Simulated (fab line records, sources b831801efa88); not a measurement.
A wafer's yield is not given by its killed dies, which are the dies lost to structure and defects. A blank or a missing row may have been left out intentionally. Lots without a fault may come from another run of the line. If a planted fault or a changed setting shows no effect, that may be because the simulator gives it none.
fab line records / flow sky130
record lots=6 wafers=18 lastDay=50
route steps=708 shown PASSIVATION@686 PAD_OPEN@694
lots untouched by any fault: they come from a run of this same line in which no faults occurred
startH: start of the lot's first displayed wafer, in hours after the record's first day / waitH: hours elapsed since this lot's preceding step / " identical to the entry in the row above / L1.1+2: one row covering several wafers at once / - no value present, or no start provided / * or withheld: withheld / < > ~ a bound
route shown NAME@n: NAME is a module with steps in the file, n the number in the route of the first one / usual: average and standard deviation across the fault-free wafers / same: alike in all rows / chamber/n: place in a boat / sites: per-site readings / _std_site: the values' standard deviation / _edge_site: inner sites' mean taken away from outer sites' mean / radiusMm: for every site, how far away it sits from the centre of the wafer / mask NAME#n: copy n / behind: the most recent tool/chamber to have shaped the wafer / hold: what put the lot on hold/how long, in hours/how the hold closed / device: which transistor (n, p or np) failed to switch / end of line: at the end of the route, the tests of the same wafers / a step given without rows: its recipe and nothing more / killed: dies that structure and defects cost at the first sort, which is not the same as the wafer's yield / map: shows each die of a wafer: x if killed, . if not, _ if none is there
set.NAME: the setting as run; set.NAME@STEP: as run at that earlier step / model.NAME: the simulator's own value behind a step, which no gauge read
certain route steps with their lots: each step a table, each wafer a row
services: a tool's chamber out of use, with start hour (startH, from the record's first day; less than 0 if before it), hours out, and reason
## steps
# step SKY_PASSIVATION_HMDS_05
# recipe primeTimeS=60 primeTempC=120
# step SKY_PASSIVATION_COAT_06
# recipe spinRpm=2000 resistThkNm=3000
# step SKY_PASSIVATION_SOFTBAKE_07
# recipe tempC=110 timeS=withheld
# step SKY_PASSIVATION_EXPOSE_08
# recipe maskId=NSM targetCdNm=3000 na=0.57 doseMj=260
# step SKY_PASSIVATION_PEB_09
# recipe tempC=115 timeS=withheld
# step SKY_PASSIVATION_DEVELOP_10
# recipe developTimeS=60 devTempC=23
# step SKY_PASSIVATION_ETCH_11
# recipe chemistry=CF4/O2 targetDepthNm=725 stopOn=AlCu sourceW=800 biasW=150 pressureMtorr=150 cf4FlowSccm=80 O2_flow_sccm=10 timeS=161.1
# usual O2_flow_sccm=9.999/0.029 drypumpMotorCurrentA=5.9/0.46 oesProductAu=0.977/0.0062 throttleValvePct=5.964/0.0088
lot.wafer=L421.1 tool=rieDiel-02 chamber=0 startH=1120.34 waitH=- O2_flow_sccm=10.013 drypumpMotorCurrentA=6.5 oesProductAu=0.969 rfHoursCounterH=1 throttleValvePct=5.966
lot.wafer=L421.3 tool=rieDiel-02 chamber=3 startH=1120.34 waitH=- O2_flow_sccm=10.062 drypumpMotorCurrentA=5.1 oesProductAu=0.966 rfHoursCounterH=24 throttleValvePct=5.965
lot.wafer=L421.6 tool=rieDiel-02 chamber=1 startH=1120.34 waitH=- O2_flow_sccm=9.984 drypumpMotorCurrentA=5.4 oesProductAu=0.984 rfHoursCounterH=- throttleValvePct=5.958
lot.wafer=L424.2 tool=rieDiel-02 chamber=1 startH=1136.99 waitH=- O2_flow_sccm=10.031 drypumpMotorCurrentA=5.4 oesProductAu=0.975 rfHoursCounterH=12 throttleValvePct=5.980
lot.wafer=L424.3 tool=rieDiel-02 chamber=0 startH=1136.99 waitH=- O2_flow_sccm=10.001 drypumpMotorCurrentA=6.5 oesProductAu=0.978 rfHoursCounterH=1 throttleValvePct=5.985
lot.wafer=L424.5 tool=rieDiel-02 chamber=2 startH=1136.99 waitH=- O2_flow_sccm=9.949 drypumpMotorCurrentA=5.7 oesProductAu=0.985 rfHoursCounterH=- throttleValvePct=5.958
lot.wafer=L425.4 tool=rieDiel-02 chamber=1 startH=1140.76 waitH=- O2_flow_sccm=9.975 drypumpMotorCurrentA=5.4 oesProductAu=0.982 rfHoursCounterH=12 throttleValvePct=5.969
lot.wafer=L425.5 tool=rieDiel-02 chamber=0 startH=1140.76 waitH=- O2_flow_sccm=9.943 drypumpMotorCurrentA=6.5 oesProductAu=0.973 rfHoursCounterH=- throttleValvePct=5.974
lot.wafer=L425.6 tool=rieDiel-02 chamber=1 startH=1140.76 waitH=- O2_flow_sccm=10.007 drypumpMotorCurrentA=5.4 oesProductAu=0.974 rfHoursCounterH=- throttleValvePct=5.972
lot.wafer=L426.1 tool=rieDiel-01 chamber=0 startH=1142.14 waitH=- O2_flow_sccm=10.001 drypumpMotorCurrentA=5.6 oesProductAu=0.973 rfHoursCounterH=3 throttleValvePct=5.963
lot.wafer=L426.3 tool=rieDiel-01 chamber=2 startH=1142.14 waitH=- O2_flow_sccm=9.995 drypumpMotorCurrentA=6.1 oesProductAu=0.971 rfHoursCounterH=28 throttleValvePct=5.958
lot.wafer=L426.5 tool=rieDiel-01 chamber=1 startH=1142.14 waitH=- O2_flow_sccm=9.979 drypumpMotorCurrentA=5.6 oesProductAu=0.981 rfHoursCounterH=- throttleValvePct=5.970
lot.wafer=L428.1 tool=rieDiel-03 chamber=1 startH=1155.15 waitH=- O2_flow_sccm=10.035 drypumpMotorCurrentA=6.4 oesProductAu=0.977 rfHoursCounterH=8 throttleValvePct=5.952
lot.wafer=L428.4 tool=rieDiel-03 chamber=3 startH=1155.15 waitH=- O2_flow_sccm=9.993 drypumpMotorCurrentA=5.9 oesProductAu=0.989 rfHoursCounterH=14 throttleValvePct=5.950
lot.wafer=L428.6 tool=rieDiel-03 chamber=0 startH=1155.15 waitH=- O2_flow_sccm=10.012 drypumpMotorCurrentA=6.5 oesProductAu=0.967 rfHoursCounterH=- throttleValvePct=5.968
lot.wafer=L432.2 tool=rieDiel-02 chamber=0 startH=1176.25 waitH=- O2_flow_sccm=10.013 drypumpMotorCurrentA=6.5 oesProductAu=0.976 rfHoursCounterH=3 throttleValvePct=5.970
lot.wafer=L432.4 tool=rieDiel-02 chamber=2 startH=1176.25 waitH=- O2_flow_sccm=10.032 drypumpMotorCurrentA=5.7 oesProductAu=0.988 rfHoursCounterH=20 throttleValvePct=5.962
lot.wafer=L432.5 tool=rieDiel-02 chamber=1 startH=1176.25 waitH=- O2_flow_sccm=9.981 drypumpMotorCurrentA=5.4 oesProductAu=0.978 rfHoursCounterH=- throttleValvePct=5.965
# step SKY_PASSIVATION_STRIP_12
# recipe chemistry=O2/N2 powerW=1400 pressureMtorr=1500 platenTempC=withheld overashFraction=0.7 o2FlowSccm=3000 n2FlowSccm=300
# usual drypumpMotorCurrentA=5.5/0.44 oesProductAu=0.661/0.0043 stripTimeToEndpointS=31.55/0.13
lot.wafer=L421.1 tool=plasmaAsher-02 chamber=1 startH=1120.45 waitH=0.1 drypumpMotorCurrentA=6.1 oesProductAu=0.659 rfHoursCounterH=5 stripTimeToEndpointS=31.58
lot.wafer=L421.3 tool=plasmaAsher-02 chamber=0 startH=1120.45 waitH=0.1 drypumpMotorCurrentA=6.0 oesProductAu=0.659 rfHoursCounterH=- stripTimeToEndpointS=31.69
lot.wafer=L421.6 tool=plasmaAsher-02 chamber=0 startH=1120.45 waitH=0.1 drypumpMotorCurrentA=6.0 oesProductAu=0.656 rfHoursCounterH=- stripTimeToEndpointS=31.71
lot.wafer=L424.2 tool=plasmaAsher-02 chamber=0 startH=1137.10 waitH=0.1 drypumpMotorCurrentA=6.0 oesProductAu=0.664 rfHoursCounterH=7 stripTimeToEndpointS=31.59
lot.wafer=L424.3 tool=plasmaAsher-02 chamber=1 startH=1137.10 waitH=0.1 drypumpMotorCurrentA=6.1 oesProductAu=0.665 rfHoursCounterH=- stripTimeToEndpointS=31.57
lot.wafer=L424.5 tool=plasmaAsher-02 chamber=1 startH=1137.10 waitH=0.1 drypumpMotorCurrentA=6.1 oesProductAu=0.668 rfHoursCounterH=- stripTimeToEndpointS=31.35
lot.wafer=L425.4 tool=plasmaAsher-03 chamber=0 startH=1140.90 waitH=0.1 drypumpMotorCurrentA=4.8 oesProductAu=0.661 rfHoursCounterH=- stripTimeToEndpointS=31.54
lot.wafer=L425.5 tool=plasmaAsher-03 chamber=1 startH=1140.90 waitH=0.1 drypumpMotorCurrentA=5.5 oesProductAu=0.661 rfHoursCounterH=- stripTimeToEndpointS=31.49
lot.wafer=L425.6 tool=plasmaAsher-03 chamber=0 startH=1140.90 waitH=0.1 drypumpMotorCurrentA=4.8 oesProductAu=0.659 rfHoursCounterH=- stripTimeToEndpointS=31.62
lot.wafer=L426.1 tool=plasmaAsher-01 chamber=1 startH=1142.25 waitH=0.1 drypumpMotorCurrentA=5.2 oesProductAu=0.662 rfHoursCounterH=100 stripTimeToEndpointS=31.40
lot.wafer=L426.3 tool=plasmaAsher-01 chamber=0 startH=1142.25 waitH=0.1 drypumpMotorCurrentA=5.5 oesProductAu=0.666 rfHoursCounterH=- stripTimeToEndpointS=31.52
lot.wafer=L426.5 tool=plasmaAsher-01 chamber=1 startH=1142.25 waitH=0.1 drypumpMotorCurrentA=5.2 oesProductAu=0.658 rfHoursCounterH=- stripTimeToEndpointS=31.51
lot.wafer=L428.1 tool=plasmaAsher-03 chamber=1 startH=1155.26 waitH=0.1 drypumpMotorCurrentA=5.5 oesProductAu=0.659 rfHoursCounterH=40 stripTimeToEndpointS=31.34
lot.wafer=L428.4 tool=plasmaAsher-03 chamber=1 startH=1155.26 waitH=0.1 drypumpMotorCurrentA=5.5 oesProductAu=0.663 rfHoursCounterH=- stripTimeToEndpointS=31.54
lot.wafer=L428.6 tool=plasmaAsher-03 chamber=0 startH=1155.26 waitH=0.1 drypumpMotorCurrentA=4.8 oesProductAu=0.662 rfHoursCounterH=- stripTimeToEndpointS=31.63
lot.wafer=L432.2 tool=plasmaAsher-02 chamber=0 startH=1176.36 waitH=0.1 drypumpMotorCurrentA=6.0 oesProductAu=0.659 rfHoursCounterH=11 stripTimeToEndpointS=31.60
lot.wafer=L432.4 tool=plasmaAsher-02 chamber=1 startH=1176.36 waitH=0.1 drypumpMotorCurrentA=6.1 oesProductAu=0.654 rfHoursCounterH=- stripTimeToEndpointS=31.48
lot.wafer=L432.5 tool=plasmaAsher-02 chamber=1 startH=1176.36 waitH=0.1 drypumpMotorCurrentA=6.1 oesProductAu=0.656 rfHoursCounterH=- stripTimeToEndpointS=31.79
# step SKY_PAD_OPEN_DEHYDRATE_00
# recipe tempC=200 timeS=60
# step SKY_PAD_OPEN_HMDS_01
# recipe primeTimeS=60 primeTempC=120
# step SKY_PAD_OPEN_COAT_02
# recipe spinRpm=2000 resistThkNm=3000
# step SKY_PAD_OPEN_SOFTBAKE_03
# recipe tempC=110 timeS=withheld
# step SKY_PAD_OPEN_EXPOSE_04
# recipe maskId=PDM targetCdNm=60000 na=0.57 doseMj=260
# usual exposureDoseMJCm2=260.00/0.26 focusOffsetNm=0.0/0.63 reticleTempC=23.00/0.1
lot.wafer=L421.1 tool=ilineStepper-01 chamber=0 startH=1130.06 waitH=- mask=PDM#0 exposureDoseMJCm2=259.67 focusOffsetNm=0.4 reticleTempC=22.91
lot.wafer=L421.3 tool=ilineStepper-01 chamber=0 startH=1130.06 waitH=- mask=PDM#0 exposureDoseMJCm2=259.97 focusOffsetNm=0.3 reticleTempC=22.89
lot.wafer=L421.6 tool=ilineStepper-01 chamber=0 startH=1130.06 waitH=- mask=PDM#0 exposureDoseMJCm2=259.61 focusOffsetNm=-0.4 reticleTempC=22.91
lot.wafer=L424.2 tool=ilineStepper-02 chamber=0 startH=1145.66 waitH=- mask=PDM#0 exposureDoseMJCm2=259.90 focusOffsetNm=-1.2 reticleTempC=23.00
lot.wafer=L424.3 tool=ilineStepper-02 chamber=0 startH=1145.66 waitH=- mask=PDM#0 exposureDoseMJCm2=259.75 focusOffsetNm=-1.6 reticleTempC=22.86
lot.wafer=L424.5 tool=ilineStepper-02 chamber=0 startH=1145.66 waitH=- mask=PDM#0 exposureDoseMJCm2=259.68 focusOffsetNm=-1.6 reticleTempC=23.06
lot.wafer=L425.4 tool=ilineStepper-02 chamber=- startH=1150.70 waitH=- mask=PDM#0 exposureDoseMJCm2=- focusOffsetNm=- reticleTempC=-
lot.wafer=L425.5 tool=ilineStepper-02 chamber=- startH=1150.70 waitH=- mask=PDM#0 exposureDoseMJCm2=- focusOffsetNm=- reticleTempC=-
lot.wafer=L425.6 tool=ilineStepper-02 chamber=- startH=1150.70 waitH=- mask=PDM#0 exposureDoseMJCm2=- focusOffsetNm=- reticleTempC=-
lot.wafer=L426.1 tool=ilineStepper-01 chamber=- startH=1151.63 waitH=- mask=PDM#0 exposureDoseMJCm2=- focusOffsetNm=- reticleTempC=-
lot.wafer=L426.3 tool=ilineStepper-01 chamber=- startH=1151.63 waitH=- mask=PDM#0 exposureDoseMJCm2=- focusOffsetNm=- reticleTempC=-
lot.wafer=L426.5 tool=ilineStepper-01 chamber=- startH=1151.63 waitH=- mask=PDM#0 exposureDoseMJCm2=- focusOffsetNm=- reticleTempC=-
lot.wafer=L428.1 tool=ilineStepper-02 chamber=0 startH=1163.73 waitH=- mask=PDM#0 exposureDoseMJCm2=260.25 focusOffsetNm=0.1 reticleTempC=23.14
lot.wafer=L428.4 tool=ilineStepper-02 chamber=0 startH=1163.73 waitH=- mask=PDM#0 exposureDoseMJCm2=260.13 focusOffsetNm=-0.5 reticleTempC=23.03
lot.wafer=L428.6 tool=ilineStepper-02 chamber=0 startH=1163.73 waitH=- mask=PDM#0 exposureDoseMJCm2=260.14 focusOffsetNm=0.1 reticleTempC=23.02
lot.wafer=L432.2 tool=ilineStepper-01 chamber=0 startH=1184.66 waitH=- mask=PDM#0 exposureDoseMJCm2=259.94 focusOffsetNm=0.3 reticleTempC=22.97
lot.wafer=L432.4 tool=ilineStepper-01 chamber=0 startH=1184.66 waitH=- mask=PDM#0 exposureDoseMJCm2=260.37 focusOffsetNm=-0.1 reticleTempC=23.17
lot.wafer=L432.5 tool=ilineStepper-01 chamber=0 startH=1184.66 waitH=- mask=PDM#0 exposureDoseMJCm2=259.91 focusOffsetNm=-0.3 reticleTempC=23.06
# step SKY_PAD_OPEN_PEB_05
# recipe tempC=115 timeS=withheld
## services
tool=rieDiel-01 chamber=3 startH=1106.15 hours=9.7 kind=repair
tool=ilineStepper-01 chamber=- startH=1106.31 hours=1.7 kind=pm
tool=rieDiel-01 chamber=- startH=1129.19 hours=0.3 kind=repair
tool=rieDiel-02 chamber=0 startH=1129.77 hours=3.2 kind=repair
tool=plasmaAsher-03 chamber=- startH=1134.15 hours=1.8 kind=repair
tool=ilineStepper-02 chamber=0 startH=1138.62 hours=- kind=calibration
tool=rieDiel-01 chamber=- startH=1148.42 hours=4.3 kind=pm
tool=ilineStepper-01 chamber=0 startH=1159.87 hours=- kind=calibration
tool=rieDiel-02 chamber=- startH=1172.71 hours=0.6 kind=repair
tool=ilineStepper-02 chamber=- startH=1173.50 hours=11.6 kind=repair
## key
firstSign step=SKY_PAD_OPEN_EXPOSE_04 reading=toolRecord direction=missing
effect none on later readings
metAt SKY_PAD_OPEN_EXPOSE_04
struckWafers L425.4,L425.5,L425.6,L426.1,L426.3,L426.5
laterRowsLeftOut L425.4,L425.5,L425.6,L426.1,L426.3,L426.5
sortLeftOut L425.4,L425.5,L425.6,L426.1,L426.3,L426.5
onsetBetween 1145.66 1150.70
fault kind=skippedStepWhole tool=ilineStepper-01,ilineStepper-02 chamber=- onsetH=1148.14 steps=SKY_PAD_OPEN_EXPOSE_04 scope=struckLotsOnly
# sortLeftOut: the simulated sort isn't trusted on such a fault, so these wafers' sort isn't shown, and their yield isn't known
# laterRowsLeftOut: the simulator's readings of these wafers behind a module that went badly wrong aren't trusted and aren't shown, but for the sort
